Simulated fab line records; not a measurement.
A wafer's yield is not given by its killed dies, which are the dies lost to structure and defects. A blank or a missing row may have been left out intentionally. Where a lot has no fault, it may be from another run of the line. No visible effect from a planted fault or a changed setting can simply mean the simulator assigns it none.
fab line records :: flow sky130
record
  lots=15
  wafers=45
  lastDay=50
route steps=708 shown GATE_OXIDE@202 PAD_OPEN@708
lots with no fault: from the same line, run without faults
startH: start of the lot's first displayed wafer, in hours after the record's first day :: waitH: hours since the lot's step before :: " repeats the value in the row above :: L1.1+2: several wafers, shown together as one row :: - value missing, or start not given :: * or withheld: withheld :: < > ~ a bound
route shown NAME@n: names a module that has steps shown in the file, with the first one's number in the route :: usual: mean/standard deviation of fault-free wafers :: same: alike in all rows :: chamber/n: place in a boat :: sites: per-site readings :: _std_site: the standard deviation of these :: _edge_site: outer sites' mean less inner sites' :: radiusMm: for every site, how far away it sits from the centre of the wafer :: mask NAME#n: copy n :: behind: the last tool/chamber to shape the wafer :: hold: the reason the lot was held/the length of the hold in hours/how it ended :: device: the n, p or np transistor that did not switch :: end of line: tests of these same wafers at the route's end :: a step without rows: its recipe alone :: killed: the dies lost at the first sort to structure and to defects; this is not the yield of the wafer :: map: dies across one wafer; x = killed, . = not, _ = none there
set.NAME: setting as actually run; set.NAME@STEP: the setting as run at that earlier step :: model.NAME: the simulator's own value behind a step, which no gauge read
the route's steps for a sample of lots (tables are steps, rows are wafers)
services: from which hour (startH, from the record's first day; less than 0 if before it) a tool's chamber was out of use, for how many hours, and why
## steps
# step SKY_GATE_OXIDE_CLEAN_15
# recipe
  chemistry=SC1/SC2
  mix=1:4:20
  tempC=70
  timeS=150
  dry=n2Spin
# usual
  bathGuardTempC=70.0/0.33
  bathHeatDutyPct=13.9/1.5
lot.wafer: L862.2
tool: wetBench-04
chamber: 1
startH: 311.62
waitH: 0.0
bathGuardTempC: 70.2
bathHeatDutyPct: 13.6

lot.wafer: L862.5
tool: wetBench-04
chamber: 1
startH: 311.62
waitH: 0.0
bathGuardTempC: 69.9
bathHeatDutyPct: 14.6

lot.wafer: L862.6
tool: wetBench-04
chamber: 1
startH: 311.62
waitH: 0.0
bathGuardTempC: 69.8
bathHeatDutyPct: 16.1

lot.wafer: L864.3
tool: wetBench-03
chamber: 2
startH: 320.69
waitH: 0.0
bathGuardTempC: 70.1
bathHeatDutyPct: 15.9

lot.wafer: L864.4
tool: wetBench-03
chamber: 2
startH: 320.69
waitH: 0.0
bathGuardTempC: 69.9
bathHeatDutyPct: 15.3

lot.wafer: L864.5
tool: wetBench-03
chamber: 2
startH: 320.69
waitH: 0.0
bathGuardTempC: 69.9
bathHeatDutyPct: 14.7

lot.wafer: L863.1
tool: wetBench-03
chamber: 2
startH: 324.69
waitH: 0.1
bathGuardTempC: 69.8
bathHeatDutyPct: 15.9

lot.wafer: L863.2
tool: wetBench-03
chamber: 2
startH: 324.69
waitH: 0.1
bathGuardTempC: 70.1
bathHeatDutyPct: 15.1

lot.wafer: L863.5
tool: wetBench-03
chamber: 2
startH: 324.69
waitH: 0.1
bathGuardTempC: 69.9
bathHeatDutyPct: 14.7

lot.wafer: L866.1
tool: wetBench-04
chamber: 3
startH: 349.35
waitH: 0.1
bathGuardTempC: 70.7
bathHeatDutyPct: 12.8

lot.wafer: L866.4
tool: wetBench-04
chamber: 3
startH: 349.35
waitH: 0.1
bathGuardTempC: 70.8
bathHeatDutyPct: 13.3

lot.wafer: L866.6
tool: wetBench-04
chamber: 3
startH: 349.35
waitH: 0.1
bathGuardTempC: 70.6
bathHeatDutyPct: 13.1

lot.wafer: L867.1
tool: wetBench-03
chamber: 0
startH: 349.52
waitH: 0.1
bathGuardTempC: 70.0
bathHeatDutyPct: 14.9

lot.wafer: L867.2
tool: wetBench-03
chamber: 0
startH: 349.52
waitH: 0.1
bathGuardTempC: 70.4
bathHeatDutyPct: 13.3

lot.wafer: L867.3
tool: wetBench-03
chamber: 0
startH: 349.52
waitH: 0.1
bathGuardTempC: 70.0
bathHeatDutyPct: 16.5

lot.wafer: L868.3
tool: wetBench-01
chamber: 2
startH: 365.22
waitH: 0.0
bathGuardTempC: 70.1
bathHeatDutyPct: 10.4

lot.wafer: L868.4
tool: wetBench-01
chamber: 2
startH: 365.22
waitH: 0.0
bathGuardTempC: 69.7
bathHeatDutyPct: 12.2

lot.wafer: L868.6
tool: wetBench-01
chamber: 2
startH: 365.22
waitH: 0.0
bathGuardTempC: 70.1
bathHeatDutyPct: 11.6

lot.wafer: L869.1
tool: wetBench-04
chamber: 2
startH: 373.94
waitH: 0.1
bathGuardTempC: 69.9
bathHeatDutyPct: 13.8

lot.wafer: L869.4
tool: wetBench-04
chamber: 2
startH: 373.94
waitH: 0.1
bathGuardTempC: 69.8
bathHeatDutyPct: 15.4

lot.wafer: L869.5
tool: wetBench-04
chamber: 2
startH: 373.94
waitH: 0.1
bathGuardTempC: 69.5
bathHeatDutyPct: 12.9

lot.wafer: L872.1
tool: wetBench-03
chamber: 0
startH: 400.65
waitH: 0.1
bathGuardTempC: 70.0
bathHeatDutyPct: 16.4

lot.wafer: L872.2
tool: wetBench-03
chamber: 0
startH: 400.65
waitH: 0.1
bathGuardTempC: 70.0
bathHeatDutyPct: 15.0

lot.wafer: L872.6
tool: wetBench-03
chamber: 0
startH: 400.65
waitH: 0.1
bathGuardTempC: 69.8
bathHeatDutyPct: 15.1

lot.wafer: L873.2
tool: wetBench-01
chamber: 3
startH: 405.96
waitH: 0.0
bathGuardTempC: 69.3
bathHeatDutyPct: 15.9

lot.wafer: L873.3
tool: wetBench-01
chamber: 3
startH: 405.96
waitH: 0.0
bathGuardTempC: 70.0
bathHeatDutyPct: 15.1

lot.wafer: L873.4
tool: wetBench-01
chamber: 3
startH: 405.96
waitH: 0.0
bathGuardTempC: 70.0
bathHeatDutyPct: 14.7

lot.wafer: L876.2
tool: wetBench-01
chamber: 0
startH: 433.47
waitH: 0.0
bathGuardTempC: 69.8
bathHeatDutyPct: 14.3

lot.wafer: L876.3
tool: wetBench-01
chamber: 0
startH: 433.47
waitH: 0.0
bathGuardTempC: 69.6
bathHeatDutyPct: 14.1

lot.wafer: L876.4
tool: wetBench-01
chamber: 0
startH: 433.47
waitH: 0.0
bathGuardTempC: 69.8
bathHeatDutyPct: 14.5

lot.wafer: L877.1
tool: wetBench-04
chamber: 0
startH: 445.62
waitH: 0.1
bathGuardTempC: -
bathHeatDutyPct: -

lot.wafer: L877.4
tool: wetBench-04
chamber: 0
startH: 445.62
waitH: 0.1
bathGuardTempC: -
bathHeatDutyPct: -

lot.wafer: L877.5
tool: wetBench-04
chamber: 0
startH: 445.62
waitH: 0.1
bathGuardTempC: -
bathHeatDutyPct: -

lot.wafer: L879.2
tool: wetBench-01
chamber: 2
startH: 460.57
waitH: 0.0
bathGuardTempC: -
bathHeatDutyPct: -

lot.wafer: L879.5
tool: wetBench-01
chamber: 2
startH: 460.57
waitH: 0.0
bathGuardTempC: -
bathHeatDutyPct: -

lot.wafer: L879.6
tool: wetBench-01
chamber: 2
startH: 460.57
waitH: 0.0
bathGuardTempC: -
bathHeatDutyPct: -

lot.wafer: L880.1
tool: wetBench-04
chamber: 2
startH: 460.91
waitH: 0.1
bathGuardTempC: -
bathHeatDutyPct: -

lot.wafer: L880.2
tool: wetBench-04
chamber: 2
startH: 460.91
waitH: 0.1
bathGuardTempC: -
bathHeatDutyPct: -

lot.wafer: L880.4
tool: wetBench-04
chamber: 2
startH: 460.91
waitH: 0.1
bathGuardTempC: -
bathHeatDutyPct: -

lot.wafer: L884.3
tool: wetBench-01
chamber: 1
startH: 497.09
waitH: 0.0
bathGuardTempC: 69.5
bathHeatDutyPct: 12.5

lot.wafer: L884.5
tool: wetBench-01
chamber: 1
startH: 497.09
waitH: 0.0
bathGuardTempC: 69.5
bathHeatDutyPct: 12.5

lot.wafer: L884.6
tool: wetBench-01
chamber: 1
startH: 497.09
waitH: 0.0
bathGuardTempC: 69.8
bathHeatDutyPct: 13.6

lot.wafer: L885.1
tool: wetBench-04
chamber: 0
startH: 507.61
waitH: 0.1
bathGuardTempC: 69.9
bathHeatDutyPct: 12.5

lot.wafer: L885.4
tool: wetBench-04
chamber: 0
startH: 507.61
waitH: 0.1
bathGuardTempC: 69.8
bathHeatDutyPct: 12.7

lot.wafer: L885.6
tool: wetBench-04
chamber: 0
startH: 507.61
waitH: 0.1
bathGuardTempC: 70.0
bathHeatDutyPct: 12.8
# step SKY_PAD_OPEN_PROBE_99
# usual
  killed_at_M0_to_M3=44/7.9
  killed_at_M4_up=3.1/1.9
  killedAtContacts=24/4.6
  killedAtFrontEnd=16/4.9
  killedAtOther=0.3/0.6
  killedDies=87/9.7
  killedOpen=48/7.2
  killedShort=39/5.6
# same
  grossDies=492
  killedAtBackSide=0
lot.wafer: L862.2
tool: prober-02
chamber: -
startH: 1070.44
waitH: 0.1
killed_at_M0_to_M3: 42
killed_at_M4_up: 2
killedAtContacts: 23
killedAtFrontEnd: 18
killedAtOther: 0
killedDies: 85
killedOpen: 50
killedShort: 35

lot.wafer: L862.5
tool: prober-02
chamber: -
startH: 1070.59
waitH: 0.2
killed_at_M0_to_M3: 45
killed_at_M4_up: 2
killedAtContacts: 29
killedAtFrontEnd: 25
killedAtOther: 0
killedDies: 101
killedOpen: 58
killedShort: 43

lot.wafer: L862.6
tool: prober-02
chamber: -
startH: 1070.64
waitH: 0.2
killed_at_M0_to_M3: 52
killed_at_M4_up: 3
killedAtContacts: 32
killedAtFrontEnd: 20
killedAtOther: 0
killedDies: 107
killedOpen: 59
killedShort: 47

lot.wafer: L866.1
tool: prober-02
chamber: -
startH: 1097.03
waitH: 0.1
killed_at_M0_to_M3: 50
killed_at_M4_up: 5
killedAtContacts: 32
killedAtFrontEnd: 16
killedAtOther: 0
killedDies: 103
killedOpen: 56
killedShort: 47

lot.wafer: L866.4
tool: prober-02
chamber: -
startH: 1097.18
waitH: 0.2
killed_at_M0_to_M3: 65
killed_at_M4_up: 2
killedAtContacts: 18
killedAtFrontEnd: 11
killedAtOther: 1
killedDies: 97
killedOpen: 57
killedShort: 40

lot.wafer: L866.6
tool: prober-02
chamber: -
startH: 1097.28
waitH: 0.2
killed_at_M0_to_M3: 63
killed_at_M4_up: 2
killedAtContacts: 20
killedAtFrontEnd: 17
killedAtOther: 0
killedDies: 102
killedOpen: 58
killedShort: 44

lot.wafer: L869.1
tool: prober-02
chamber: -
startH: 1117.44
waitH: 0.1
killed_at_M0_to_M3: 38
killed_at_M4_up: 1
killedAtContacts: 20
killedAtFrontEnd: 11
killedAtOther: 0
killedDies: 70
killedOpen: 39
killedShort: 31

lot.wafer: L869.4
tool: prober-02
chamber: -
startH: 1117.59
waitH: 0.2
killed_at_M0_to_M3: 28
killed_at_M4_up: 3
killedAtContacts: 26
killedAtFrontEnd: 29
killedAtOther: 0
killedDies: 86
killedOpen: 44
killedShort: 40

lot.wafer: L869.5
tool: prober-02
chamber: -
startH: 1117.64
waitH: 0.2
killed_at_M0_to_M3: 34
killed_at_M4_up: 3
killedAtContacts: 24
killedAtFrontEnd: 18
killedAtOther: 0
killedDies: 79
killedOpen: 45
killedShort: 33

lot.wafer: L877.1
tool: prober-01
chamber: -
startH: 1186.24
waitH: 0.1
killed_at_M0_to_M3: 32
killed_at_M4_up: 4
killedAtContacts: 20
killedAtFrontEnd: 14
killedAtOther: 0
killedDies: 70
killedOpen: 37
killedShort: 33

lot.wafer: L877.4
tool: prober-01
chamber: -
startH: 1186.39
waitH: 0.2
killed_at_M0_to_M3: 46
killed_at_M4_up: 3
killedAtContacts: 19
killedAtFrontEnd: 16
killedAtOther: 0
killedDies: 84
killedOpen: 48
killedShort: 36

lot.wafer: L877.5
tool: prober-01
chamber: -
startH: 1186.44
waitH: 0.2
killed_at_M0_to_M3: 54
killed_at_M4_up: 3
killedAtContacts: 24
killedAtFrontEnd: 19
killedAtOther: 0
killedDies: 100
killedOpen: 53
killedShort: 47

lot.wafer: L880.1
tool: prober-02
chamber: -
startH: 1189.23
waitH: 0.1
killed_at_M0_to_M3: 40
killed_at_M4_up: 3
killedAtContacts: 23
killedAtFrontEnd: 15
killedAtOther: 1
killedDies: 82
killedOpen: 47
killedShort: 33

lot.wafer: L880.2
tool: prober-02
chamber: -
startH: 1189.28
waitH: 0.1
killed_at_M0_to_M3: 38
killed_at_M4_up: 1
killedAtContacts: 32
killedAtFrontEnd: 21
killedAtOther: 1
killedDies: 93
killedOpen: 47
killedShort: 45

lot.wafer: L880.4
tool: prober-02
chamber: -
startH: 1189.38
waitH: 0.2
killed_at_M0_to_M3: 35
killed_at_M4_up: 2
killedAtContacts: 24
killedAtFrontEnd: 16
killedAtOther: 0
killedDies: 77
killedOpen: 35
killedShort: 42

lot.wafer: L884.3
tool: prober-01
chamber: -
startH: 1191.50
waitH: 0.2
killed_at_M0_to_M3: 41
killed_at_M4_up: 2
killedAtContacts: 26
killedAtFrontEnd: 16
killedAtOther: 1
killedDies: 86
killedOpen: 51
killedShort: 35

lot.wafer: L884.5
tool: prober-01
chamber: -
startH: 1191.60
waitH: 0.2
killed_at_M0_to_M3: 54
killed_at_M4_up: 4
killedAtContacts: 18
killedAtFrontEnd: 15
killedAtOther: 3
killedDies: 94
killedOpen: 43
killedShort: 50

lot.wafer: L884.6
tool: prober-01
chamber: -
startH: 1191.65
waitH: 0.2
killed_at_M0_to_M3: 50
killed_at_M4_up: 4
killedAtContacts: 18
killedAtFrontEnd: 12
killedAtOther: 0
killedDies: 84
killedOpen: 48
killedShort: 36
# killed by level:class
L862.2 VIA1:geometricParticle:open=13 CONTACT:geometricParticle:open=10 VIA2:geometricParticle:open=6 VIA1:geometricParticle:short=6 VIA3:geometricParticle:open=5 FIELD_ISO:geometricParticle:open=4 LI_CONTACT:geometricParticle:open=4 CONTACT:geometricParticle:short=4
L862.5 VIA1:geometricParticle:open=13 LI_CONTACT:geometricParticle:open=11 FIELD_ISO:geometricParticle:open=8 CONTACT:geometricParticle:open=7 VIA3:geometricParticle:open=7 POLY_GATE:geometricParticle:short=6 METAL1:geometricParticle:short=6 POLY_GATE:geometricParticle:open=5
L862.6 CONTACT:geometricParticle:open=15 VIA1:geometricParticle:open=13 VIA1:geometricParticle:short=9 VIA2:geometricParticle:open=7 LI_CONTACT:geometricParticle:open=6 CONTACT:geometricParticle:short=6 METAL1:geometricParticle:short=6 VIA2:geometricParticle:short=6
L866.1 LI_CONTACT:geometricParticle:open=12 VIA2:geometricParticle:open=9 VIA1:geometricParticle:open=9 CONTACT:geometricParticle:open=9 METAL2:geometricParticle:short=7 METAL1:geometricParticle:short=6 FIELD_ISO:geometricParticle:short=5 FIELD_ISO:geometricParticle:open=5
L866.4 VIA1:geometricParticle:open=24 METAL2:geometricParticle:short=8 VIA2:geometricParticle:open=8 VIA1:geometricParticle:short=7 LI_CONTACT:geometricParticle:open=6 CONTACT:geometricParticle:short=5 VIA3:geometricParticle:open=5 POLY_GATE:geometricParticle:open=4
L866.6 VIA1:geometricParticle:open=20 VIA2:geometricParticle:open=10 VIA1:geometricParticle:short=8 LI_CONTACT:geometricParticle:open=7 VIA3:geometricParticle:open=7 METAL2:geometricParticle:short=6 FIELD_ISO:geometricParticle:short=5 FIELD_ISO:geometricParticle:open=4
L869.1 VIA3:geometricParticle:open=8 LI_CONTACT:geometricParticle:open=8 CONTACT:geometricParticle:open=7 METAL1:geometricParticle:short=6 POLY_GATE:geometricParticle:short=5 VIA2:geometricParticle:open=5 VIA1:geometricParticle:open=4 METAL3:geometricParticle:short=4
L869.4 FIELD_ISO:geometricParticle:short=10 CONTACT:geometricParticle:open=10 POLY_GATE:geometricParticle:short=6 POLY_GATE:geometricParticle:open=6 VIA3:geometricParticle:open=6 LI_CONTACT:geometricParticle:open=5 METAL2:geometricParticle:short=5 VIA1:geometricParticle:open=5
L869.5 CONTACT:geometricParticle:open=9 VIA2:geometricParticle:open=7 CONTACT:geometricParticle:short=7 VIA3:geometricParticle:open=7 FIELD_ISO:geometricParticle:open=6 VIA1:geometricParticle:open=6 LI_CONTACT:geometricParticle:open=5 FIELD_ISO:geometricParticle:short=4
L877.1 VIA1:geometricParticle:open=9 CONTACT:geometricParticle:open=8 FIELD_ISO:geometricParticle:open=5 CONTACT:geometricParticle:short=5 METAL2:geometricParticle:short=5 FIELD_ISO:geometricParticle:short=4 LI_CONTACT:geometricParticle:open=4 METAL1:geometricParticle:short=4
L877.4 VIA1:geometricParticle:open=10 CONTACT:geometricParticle:open=9 VIA2:geometricParticle:open=7 METAL1:geometricParticle:short=6 VIA1:geometricParticle:short=6 FIELD_ISO:geometricParticle:open=5 LI_CONTACT:geometricParticle:open=4 METAL3:geometricParticle:short=4
L877.5 VIA1:geometricParticle:open=10 VIA3:geometricParticle:open=10 FIELD_ISO:geometricParticle:short=8 LI_CONTACT:geometricParticle:open=8 CONTACT:geometricParticle:open=8 METAL3:geometricParticle:short=6 FIELD_ISO:geometricParticle:open=5 METAL1:geometricParticle:short=4
L880.1 METAL1:geometricParticle:short=10 CONTACT:geometricParticle:open=9 VIA1:geometricParticle:open=8 FIELD_ISO:geometricParticle:open=7 LI_CONTACT:geometricParticle:open=7 VIA3:geometricParticle:open=6 METAL2:geometricParticle:short=4 POLY_GATE:geometricParticle:open=3
L880.2 CONTACT:geometricParticle:open=13 FIELD_ISO:geometricParticle:short=8 METAL2:geometricParticle:short=8 LI_CONTACT:geometricParticle:open=7 VIA1:geometricParticle:short=6 FIELD_ISO:geometricParticle:open=4 LOCAL_INTERCONNECT:geometricParticle:short=4 CONTACT:geometricParticle:short=4
L880.4 CONTACT:geometricParticle:open=10 CONTACT:geometricParticle:short=7 VIA1:geometricParticle:short=7 VIA1:geometricParticle:open=6 METAL2:geometricParticle:short=5 POLY_GATE:geometricParticle:short=4 METAL3:geometricParticle:short=4 VIA3:geometricParticle:short=4
L884.3 METAL2:geometricParticle:open=9 LI_CONTACT:geometricParticle:open=8 CONTACT:geometricParticle:short=8 CONTACT:geometricParticle:open=7 VIA1:geometricParticle:open=7 VIA3:geometricParticle:open=5 VIA1:geometricParticle:short=5 FIELD_ISO:geometricParticle:open=4
L884.5 METAL1:geometricParticle:short=9 VIA3:geometricParticle:open=8 METAL2:geometricParticle:short=7 VIA2:geometricParticle:open=7 CONTACT:geometricParticle:open=6 VIA1:geometricParticle:open=6 FIELD_ISO:geometricParticle:short=5 VIA1:geometricParticle:short=5
L884.6 VIA1:geometricParticle:open=10 METAL1:geometricParticle:short=9 VIA3:geometricParticle:open=8 LI_CONTACT:geometricParticle:open=6 METAL2:geometricParticle:short=5 POLY_GATE:geometricParticle:open=4 CONTACT:geometricParticle:short=4 CONTACT:geometricParticle:open=4
## services
tool: wetBench-01
chamber: -
startH: 331.94
hours: 28.3
kind: pm

tool: wetBench-01
chamber: -
startH: 485.83
hours: 1.9
kind: pm
## key
firstSign
  step=SKY_GATE_OXIDE_CLEAN_15
  reading=toolRecord
  direction=missing
effect none on later readings
metAt SKY_GATE_OXIDE_CLEAN_15
struckLots L877,L879,L880
testerLeftOut L877,L879,L880
onsetBetween 433.47 445.62
fault
  kind=skippedStepWhole
  tool=wetBench-01,wetBench-04
  chamber=-
  onsetH=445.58
  steps=SKY_GATE_OXIDE_CLEAN_15
  scope=struckLotsOnly
# testerLeftOut: of these lots the tester's yield and bins aren't shown, on N5 and GAA mostly nor the transistor test; their killed dies are dies lost to structure and defects alone, not to doping, threshold or leakage, so they don't give the yield
